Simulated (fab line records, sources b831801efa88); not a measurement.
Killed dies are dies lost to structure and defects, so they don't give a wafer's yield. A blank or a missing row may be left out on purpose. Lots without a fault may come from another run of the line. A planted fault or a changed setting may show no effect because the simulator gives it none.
Which tool did it? | flow gf180mcu | 6 lots, 18 wafers sampled, at 4 steps of a route of 602

WHAT THE GAUGES READ, wafer by wafer
GF_VT_IMPLANT_TW_MEAS_10.
lot  | measured     | on            | VT_IMPLANT_TW
L171 | day 6 00:41  | film_metro-03 | 563 566 561
L176 | day 7 03:16  | film_metro-01 | 694 693 693 694 690 696
L180 | day 8 06:11  | film_metro-03 | 563 561 563
L188 | day 10 07:05 | film_metro-01 | 556 557 552
L190 | day 10 20:38 | film_metro-01 | 553 556 557
L192 | day 11 06:10 | film_metro-01 | 552 554 551

WHICH TOOL RAN EACH LOT (tool, then ch and the chambers of the sampled wafers, then the start)
lot  | GF_STI_STRIP_15                     | GF_NWELL_STRIP_10                   | GF_VT_IMPLANT_IMPLANT_08
L171 | plasma_asher-04 ch 0,1, day 2 08:49 | plasma_asher-03 ch 0,1, day 3 17:18 | implanter-04 ch 0, day 6 00:26
L176 | plasma_asher-03 ch 0,1, day 3 09:01 | plasma_asher-02 ch 0,1, day 4 16:15 | implanter-02 ch 0, day 7 02:43
L180 | plasma_asher-01 ch 0,1, day 4 05:08 | plasma_asher-02 ch 0,1, day 5 15:02 | implanter-02 ch 0, day 8 05:56
L188 | plasma_asher-04 ch 0, day 6 00:00   | plasma_asher-02 ch 0,1, day 7 11:36 | implanter-01 ch 0, day 10 06:50
L190 | plasma_asher-01 ch 0,1, day 6 10:16 | plasma_asher-03 ch 0,1, day 7 23:53 | implanter-01 ch 0, day 10 20:23
L192 | plasma_asher-03 ch 0,1, day 6 18:22 | plasma_asher-02 ch 0, day 8 07:35   | implanter-01 ch 0, day 11 05:56
- GF_STI_STRIP_15: strips in O2/N2.
- GF_NWELL_STRIP_10: strips in O2/N2.
- GF_VT_IMPLANT_IMPLANT_08

THE ANSWER, worked out from the rows above alone
Rule: what is usual is taken from the lots themselves. Put in order of their means at a reading, lots are off if they are a third of the lots or fewer, leave a main group of 4 or more, and stand apart from it by a gap of 3 or more times the standard deviation of the main group's means; of several such gaps the widest counts. A main group whose means are all the same, to the digits that the tables above print for the reading, isn't used. A lot without any number at a reading at which 4 lots or more have one is off too. The other lots that the step has rows for count as sound.
Off: L176, at GF_VT_IMPLANT_TW_MEAS_10 (VT_IMPLANT_TW). The main group: mean 558, standard deviation 4.4.
A tool fits if, at a process step before that reading, it ran every lot that is off, and no sound lot after the first of them. The gauges at GF_VT_IMPLANT_TW_MEAS_10 are tried like those tools. None of those tried fits.

WHAT THE SIMULATOR HAD PUT IN
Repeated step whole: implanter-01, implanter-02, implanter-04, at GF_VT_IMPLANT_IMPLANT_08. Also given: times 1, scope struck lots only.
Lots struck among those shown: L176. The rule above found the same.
